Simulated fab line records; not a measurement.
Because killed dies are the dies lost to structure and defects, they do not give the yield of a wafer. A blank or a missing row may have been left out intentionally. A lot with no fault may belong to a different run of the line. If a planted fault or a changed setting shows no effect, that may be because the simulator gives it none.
Comparing a struck lot with a sound one    flow gf180mcu    36 steps out of a route of 602
Sound: wafers L652.1, L652.2, L652.5. Wafers L661.1, L661.4, L661.6 were the ones struck. Last of all comes the cause.
At each step with rows: each side's tool, then ch and its chambers, then its first start. Under that, the readings that differ: sound wafers    struck wafers    difference of the means    sigmas: that difference in standard deviations of wafers without a fault.
alike: a reading whose means differ by less than 2 such deviations, as well as words and numbers matching on both sides. not compared: withheld readings; readings where some wafer has no value; bounds like >300 that might hide an equal value; numbers whose values overlap and for which the record gives no deviation.
The two part at a step that has a row with sigmas, a row that says differs or no value, or rows on one side only. Numbers that have no deviation but don't overlap get no sigmas and don't part them. A reading that every wafer of one side lacks parts them only if that side has two wafers or more.

GF_HV_LDD_STRIP_49: strips in O2/N2.
  sound on plasma asher-01 ch 0,1, day 14 04:53; struck on plasma asher-03 ch 1, day 17 08:59
reading                       sound              struck             difference  sigmas
drypump motor current A (A)   5.3 6.6 6.6        4.8 4.8 4.8        -1.4        -2
heater power w (W)            327 373 373        297 304 300        -57         -2
strip time to endpoint s (s)  12.59 12.58 12.60  12.69 12.68 12.65  +0.08       +2
  alike: oes product au
  not compared: rf hours counter h
GF_HV_LDD_TW_MEAS_50:
  sound on film metro-03 at day 14 04:59; struck on film metro-04 at day 17 09:05
  alike: HV_LDD_4_TW
then, 1 step without rows for these wafers: GF_HV_LDD_CLEAN_51 (cleans in SC1/SC2, time 150 s).
GF_HV_LDD_RTA_52: time 10 s.
  sound on rtp anneal-01 ch 0, day 14 05:05; struck on rtp anneal-01 ch 0, day 17 09:11
  alike: lamp power pct, wafer_temp_C_max
GF_HV_LDD_RS_MEAS_53: the measuring method here is four-point-probe.
  sound on film metro-01 at day 14 05:09; struck on film metro-03 at day 17 09:15
  alike: HV_LDD_RS
then, 1 step without rows for these wafers: GF_HV_LDD_CVD_54 (deposits SiO2 from TEOS, target thk 10 nm, time 75 s).
GF_HV_LDD_THK_MEAS_55:
  sound on film metro-04 at day 14 06:17; struck on film metro-01 at day 17 10:23
  alike: HV_LDD_CVD_54_THK
then, 1 step without rows for these wafers: GF_HV_LDD_CVD_56 (deposits Si3N4 from DCS/NH3, target thk 90 nm, time 1543 s).
GF_HV_LDD_THK_MEAS_57:
  sound on film metro-03 at day 14 07:59; struck on film metro-03 at day 17 11:53
  alike: HV_LDD_CVD_56_THK
GF_HV_LDD_ETCHBACK_58: etches Si3N4 in CH3F/O2, stops on SiO2, time 100 s, target depth 90 nm.
  sound on rie diel-01 ch 0,1,3, day 14 08:03; struck on rie diel-03 ch 0,2,3, day 17 11:56
  alike: drypump motor current A, oes product au, throttle valve pct
  not compared: rf hours counter h
then, 2 steps without rows for these wafers: GF_NSD_DEHYDRATE_00 (time 60 s); GF_NSD_HMDS_01 (prime time 60 s).
GF_NSD_COAT_02: resist thk 1000 nm.
  struck on litho track-04, day 17 22:55; sound on litho track-02 ch 0, day 14 18:29
  no value came back on the struck wafers for chill plate temp C (C), dispense pressure kPa (kPa), spin speed rpm (rpm); on the sound wafers chill plate temp C (C) reads 23.04 23.04 22.95
then, 4 steps without rows for these wafers: GF_NSD_SOFTBAKE_03 (time 60 s); GF_NSD_EXPOSE_04 (exposes mask Nplus, target cd 400 nm); GF_NSD_PEB_05; GF_NSD_DEVELOP_06 (develop time 60 s).
GF_NSD_CD_MEAS_07 targets a cd of 400 nm.
  sound on cd sem-01 at day 15 05:59; struck on cd sem-01 at day 18 10:16
reading     sound              struck  difference                     sigmas
cd nm (nm)  400.4 402.4 400.6  - - -   no value on the struck wafers  
GF_NSD_OVL_MEAS_08:
  sound on overlay-02 at day 15 06:07; struck on overlay-02 at day 18 10:23
reading       sound        struck  difference                     sigmas
NSD_OVL (nm)  1.2 1.3 1.6  - - -   no value on the struck wafers  
then, 2 steps without rows for these wafers: GF_NSD_IMPLANT_09; GF_NSD_IMPLANT_10.
GF_NSD_STRIP_11: strips in O2/N2.
  sound on plasma asher-03 ch 0,1, day 15 06:26; struck on plasma asher-03 ch 0,1, day 18 10:44
  no value came back on the struck wafers for oes product au (a.u.), strip time to endpoint s (s); on the sound wafers oes product au (a.u.) reads 0.487 0.487 0.486
  alike: drypump motor current A, heater power w
  not compared: rf hours counter h
GF_NSD_TW_MEAS_12:
  sound on film metro-03 at day 15 06:32; struck on film metro-02 at day 18 10:50
  alike: NSD_TW
then, 7 steps without rows for these wafers: GF_PSD_DEHYDRATE_00 (time 60 s); GF_PSD_HMDS_01 (prime time 60 s); GF_PSD_COAT_02 (resist thk 1000 nm); GF_PSD_SOFTBAKE_03 (time 60 s); GF_PSD_EXPOSE_04 (exposes mask Pplus, target cd 400 nm); GF_PSD_PEB_05; GF_PSD_DEVELOP_06 (develop time 60 s).
GF_PSD_CD_MEAS_07 targets a cd of 400 nm.
  sound on cd sem-02 at day 16 04:06; struck on cd sem-02 at day 19 10:50
  alike: cd nm
GF_PSD_OVL_MEAS_08:
  sound on overlay-02 at day 16 04:13; struck on overlay-02 at day 19 10:58
  alike: PSD_OVL
following that, these wafers have no rows for 1 step: GF_PSD_IMPLANT_09.
GF_PSD_STRIP_10: strips in O2/N2.
  sound on plasma asher-04 ch 0,1, day 16 04:24; struck on plasma asher-02 ch 0,1, day 19 11:09
  alike: drypump motor current A, heater power w, oes product au, strip time to endpoint s
  not compared: rf hours counter h
GF_PSD_TW_MEAS_11:
  sound on film metro-03 at day 16 04:30; struck on film metro-01 at day 19 11:15
reading  sound           struck          difference  sigmas
PSD_TW   3184 3210 3176  4207 4165 4180  +994        +40
then, 1 step without rows for these wafers: GF_PSD_CLEAN_12 (cleans in SC1/SC2, time 150 s).

WHERE THEY PART
At GF_HV_LDD_STRIP_49 first; at GF_PSD_TW_MEAS_11 last (within this record only).

WHY: what the simulator had put in
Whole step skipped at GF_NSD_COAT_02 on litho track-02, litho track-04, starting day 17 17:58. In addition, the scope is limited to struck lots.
